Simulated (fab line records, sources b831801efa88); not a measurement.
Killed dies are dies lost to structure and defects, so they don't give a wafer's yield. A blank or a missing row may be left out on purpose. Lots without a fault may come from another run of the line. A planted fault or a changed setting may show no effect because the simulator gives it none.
Problem report in the 8D (eight disciplines) form, filled by code | flow sky130 | the parts of the form that need people (team, actions taken, sign-off) are left out

1. THE PROBLEM
SD_P_TW at SKY_SD_P_TW_MEAS_11 reads a mean of 2716 on 3 wafers of 2 lots; wafers without a fault read 2825 with a standard deviation of 13. That is -8.4 standard deviations from the usual mean.
First seen on wafer L766.2, day 29 01:13, on film_metro-02. The record holds 34 wafers of 12 lots with a number at this step. Rule for "out", or "out of limits": more than 4 standard deviations from the usual mean. The other wafers with a number count as sound.

2. WHAT IT IS AND WHAT IT IS NOT
question                    | is                           | is not
which readings at this step | SD_P_TW                      | -
which lots                  | L766, L768                   | L760, L763, L765, L775, L776, L777, L779, L781, L782, L783
which wafers of those lots  | L766.2, L768.2, L768.4       | L766.5
read on which gauges        | film_metro-02, film_metro-03 | film_metro-01
when                        | from day 29 01:13            | up to then (10 sound wafers); but 21 sound wafers of L775, L776, L777, L779, L781, L782, L783 came after

3. SUSPECTS, AND WHAT RULES EACH OUT
Counting: a tool at a process step up to the reading stays a suspect if it ran every lot that is out. Sound lots after the first of them don't rule it out here, since some wafers of a struck lot are sound.
- the gauge at SKY_SD_P_TW_MEAS_11: ruled out. The wafers that are out were read on 2 gauges (film_metro-02, film_metro-03).
- implanter-04 at SKY_SD_P_IMPLANT_09: kept. It ran every lot that is out, first L766 (day 29 00:59); its last sound lot up to then is L765 (day 28 05:09).
- plasma_asher-03 at SKY_SD_P_STRIP_10 (strips in O2/N2): kept. It ran every lot that is out, first L766 (day 29 01:06); its last sound lot up to then is L765 (day 28 05:18). Its own readings are out on those wafers: strip_time_to_endpoint_s.
- Within plasma_asher-03 at SKY_SD_P_STRIP_10: the wafers that are out ran in chamber 0; their sound lot-mates ran in chamber 1.
Left after counting: implanter-04 at SKY_SD_P_IMPLANT_09, plasma_asher-03 at SKY_SD_P_STRIP_10.

4. THE CAUSE (what the simulator had put in)
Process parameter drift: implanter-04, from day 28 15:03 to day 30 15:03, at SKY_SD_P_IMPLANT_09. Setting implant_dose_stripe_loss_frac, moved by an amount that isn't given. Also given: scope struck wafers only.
Counting left 2 suspects, and this tool is among them.

5. THE CHAIN OF EFFECTS, in route order
Each row: a reading whose mean over the struck wafers that have a number lies more than 3 standard deviations from the usual. Only readings for which the record gives a usual standard deviation are gone through. hours: the time from each lot's start at the first step in this table that gives one to its start at this step, as a median over the lots. sigmas: the change in usual standard deviations.
hours | step                | reading                  | usual        | on struck wafers | change | sigmas
0     | SKY_SD_P_STRIP_10   | strip_time_to_endpoint_s | 17.49 s      | 17.06            | -0.43  | -10
0     | SKY_SD_P_TW_MEAS_11 | SD_P_TW                  | 2825         | 2716             | -109   | -8.4
57    | SKY_SD_N_RS_MEAS_17 | SD_P_RS                  | 146.8 ohm/sq | 149.9            | +3.1   | +8.9
The process steps in it:
- SKY_SD_P_STRIP_10: strips in O2/N2.
Later measuring or inspecting steps at which every struck wafer that the step has a row for has a number for every such reading, and none has moved that far: SKY_SD_N_OVL_MEAS_08.

6. WHAT WOULD HAVE CAUGHT IT SOONER
In this record the first reading out of limits at a measuring or inspecting step was taken at day 29 01:13, 10 hours after the fault began at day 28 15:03.
Of the lots that are out (2), L768 began SKY_SD_P_IMPLANT_09 on implanter-04 after day 29 01:13. A hold on the tool at that time would have spared it.
